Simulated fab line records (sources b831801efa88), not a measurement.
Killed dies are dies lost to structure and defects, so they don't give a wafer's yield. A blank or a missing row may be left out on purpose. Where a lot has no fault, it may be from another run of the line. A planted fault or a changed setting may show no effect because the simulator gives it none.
Problem report, 8D (eight disciplines) form, completed by code	flow sky130	the parts of the form that need people (team, actions taken, sign-off) are left out

1. THE ISSUE
Wafers without a fault read 100.03 C, standard deviation 0.13; plate-temp-C at SKY_METAL2_SOFTBAKE_11 reads a mean of 97.10 C on 6 wafers belonging to 2 lots. That is -23 standard deviations from the usual mean.
The step: time 90 s.
First observed at day 37 10:00: wafer L799.1, on litho-track-04. The record has a number at this step for 33 wafers belonging to 11 lots. The rule behind "out" and "out of limits": a value lying over 4 standard deviations away from the usual mean. The other wafers with a number count as sound.

2. WHAT IT IS AND WHAT IT IS NOT
question	is	is not
which readings at this step	plate-temp-C, heater-power-total-W	-
which lots	L799, L800	L795, L796, L797, L798, L801, L809, L810, L811, L812
which wafers of those lots	all that have a number	-
read on which tools	litho-track-04	litho-track-01, litho-track-03
when	from day 37 10:00	up to then (12 sound wafers); but 15 sound wafers of L801, L809, L810, L811, L812 came after

3. THE SUSPECTS, EACH WITH WHAT RULES IT OUT
Counting: a tool at a process step up to the reading stays a suspect if it ran every lot that is out and no sound lot after the first of them.
- litho-track-04 at SKY_METAL2_SOFTBAKE_11 (time 90 s): ruled out as a lasting fault. After its first lot that is out, L799 (day 37 10:00), sound lots L810, L812 ran on it.
Left after counting: nothing in the record.

4. THE CAUSE (what the simulator had put in)
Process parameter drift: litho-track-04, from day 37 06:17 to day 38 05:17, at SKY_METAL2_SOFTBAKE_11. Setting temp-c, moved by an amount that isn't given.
Counting ruled it out, wrongly.

5. SEQUENCE OF EFFECTS, ordered by route
Rows list readings where the struck wafers' mean (over those with a number) sits beyond 3 standard deviations from the usual. Only readings for which the record gives a usual standard deviation are gone through. hours: the time from each lot's start at the first step in this table that gives one to its start at this step, as a median over the lots. sigmas: the change in usual standard deviations.
hours	step	reading	usual	on struck wafers	change	sigmas
0	SKY_METAL2_SOFTBAKE_11	heater-power-total-W	57.35 W	55.08	-2.27	-19
0	SKY_METAL2_SOFTBAKE_11	plate-temp-C	100.03 C	97.10	-2.93	-23
The process steps in it:
- SKY_METAL2_SOFTBAKE_11: time 90 s.

6. WHAT WOULD HAVE CAUGHT IT SOONER
First out-of-limits reading in this record: day 37 10:00, which is 4 hours after fault onset at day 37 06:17.
